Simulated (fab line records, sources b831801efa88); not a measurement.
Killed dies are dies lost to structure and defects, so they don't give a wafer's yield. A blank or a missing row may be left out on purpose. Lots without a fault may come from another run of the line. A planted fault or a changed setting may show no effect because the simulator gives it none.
A struck lot beside a sound one | flow sky130 | 20 steps out of a route of 708
Sound: wafers L685.2, L685.3, L685.4. Struck: wafers L692.1, L692.2, L692.5. The cause comes at the end.
At each step with rows: each side's tool, then ch and its chambers, then its first start. Under that, the readings that differ: sound wafers | struck wafers | difference of the means | sigmas: that difference in standard deviations of wafers without a fault.
alike: readings whose means differ by less than 2 such deviations, and words and numbers that are the same on both sides. not compared: withheld readings, readings that some wafer has no value for, bounds like >300 that may hide the same value, and numbers for which the record gives no deviation and whose values overlap.
The two part at a step that has a row with sigmas, a row that says differs or no value, or rows on one side only. Numbers that don't overlap but have no deviation are shown without sigmas and don't part them. A reading that every wafer of one side lacks parts them only if that side has two wafers or more.

first, 2 steps without rows for these wafers: SKY_GATE_OXIDE_IMPLANT_11; SKY_GATE_OXIDE_WET_ETCH_12 (etches SiO2 in dHF, target depth 16.8 nm, time 336 s).
SKY_GATE_OXIDE_STRIP_13: strips in O2/N2.
  sound on plasma_asher-01 ch 0,1, day 15 23:33; struck on plasma_asher-03 ch 0,1, day 17 21:59
  alike: drypump_motor_current_A, oes_product_au, strip_time_to_endpoint_s
  not compared: rf_hours_counter_h
SKY_GATE_OXIDE_TW_MEAS_14:
  sound on film_metro-04, day 15 23:40; struck on film_metro-02, day 17 22:05
  reading       | sound             | struck            | difference | sigmas
  GATE_OXIDE_TW | 229.7 227.9 228.7 | 223.1 223.5 224.0 | -5.2       | -2
then, 3 steps without rows for these wafers: SKY_GATE_OXIDE_CLEAN_15 (cleans in SC1/SC2, time 150 s); SKY_GATE_OXIDE_OXIDATION_16 (stabilise 600 s, purge 300 s, target thk 3.57 nm); SKY_POLY_GATE_CVD_00 (deposits poly-Si, target thk 180 nm, time 720 s).
SKY_POLY_GATE_THK_MEAS_01:
  sound on film_metro-04, day 16 02:30; struck on film_metro-04, day 18 01:02
  reading                   | sound             | struck            | difference | sigmas
  POLY_GATE_CVD_00_THK (nm) | 178.7 177.1 178.3 | 184.8 182.2 182.9 | +5.3       | +3
then, 4 steps without rows for these wafers: SKY_RES_PROTECT_DEHYDRATE_00 (time 60 s); SKY_RES_PROTECT_HMDS_01 (prime time 60 s); SKY_RES_PROTECT_COAT_02 (resist thk 1140 nm); SKY_RES_PROTECT_SOFTBAKE_03 (time 60 s).
SKY_RES_PROTECT_EXPOSE_04: exposes mask RPM, target cd 1270 nm.
  sound on iline_stepper-01 ch 0, day 16 16:55; struck on iline_stepper-01 ch 0, day 18 16:14
  reading              | sound                | struck               | difference | sigmas
  mask                 | RPM#0 RPM#0 RPM#0    | NTM#0 NTM#0 NTM#0    | differs    |
  exposure_dose_mJ_cm2 | 131.23 131.17 131.39 | 130.90 131.01 130.88 | -0.33      | -2
  alike: stage_vel_mm_s
then, 3 steps without rows for these wafers: SKY_RES_PROTECT_PEB_05; SKY_RES_PROTECT_DEVELOP_06 (develop time 60 s); SKY_POLY_GATE_IMPLANT_02.
SKY_RES_PROTECT_STRIP_07: strips in O2/N2.
  sound on plasma_asher-04 ch 0,1, day 17 07:14; struck on plasma_asher-02 ch 0,1, day 19 07:33
  alike: drypump_motor_current_A, oes_product_au, strip_time_to_endpoint_s
  not compared: rf_hours_counter_h
SKY_RES_PROTECT_TW_MEAS_08:
  sound on film_metro-04, day 17 07:21; struck on film_metro-01, day 19 07:39
  reading      | sound          | struck   | difference | sigmas
  POLY_GATE_TW | 4074 4069 4061 | 30 30 30 | -4038      | -92
then, 1 step without rows for these wafers: SKY_RES_PROTECT_CLEAN_09 (cleans in SC1/SC2, time 150 s).
-- the record jumps here: 29 days lie between the struck wafers' starts before and after (it left off in module RES_PROTECT and takes up again in module PAD_OPEN, whose first step shown is number 708 of the route) --
SKY_PAD_OPEN_PROBE_99:
  sound on prober-02, day 47 13:26; struck on prober-01, day 48 19:28
  reading             | sound     | struck   | difference | sigmas
  killed_at_front_end | 25 17 18  | 10 12 9  | -10        | -2
  killed_dies         | 103 97 91 | 77 75 68 | -24        | -3
  killed_short        | 47 42 45  | 34 32 30 | -13        | -2
  alike: killed_at_M0_to_M3, killed_at_M4_up, killed_at_contacts, killed_at_other, killed_open

WHERE THEY PART
First at SKY_GATE_OXIDE_TW_MEAS_14; last, within this record, at SKY_PAD_OPEN_PROBE_99.

WHY: what the simulator had put in
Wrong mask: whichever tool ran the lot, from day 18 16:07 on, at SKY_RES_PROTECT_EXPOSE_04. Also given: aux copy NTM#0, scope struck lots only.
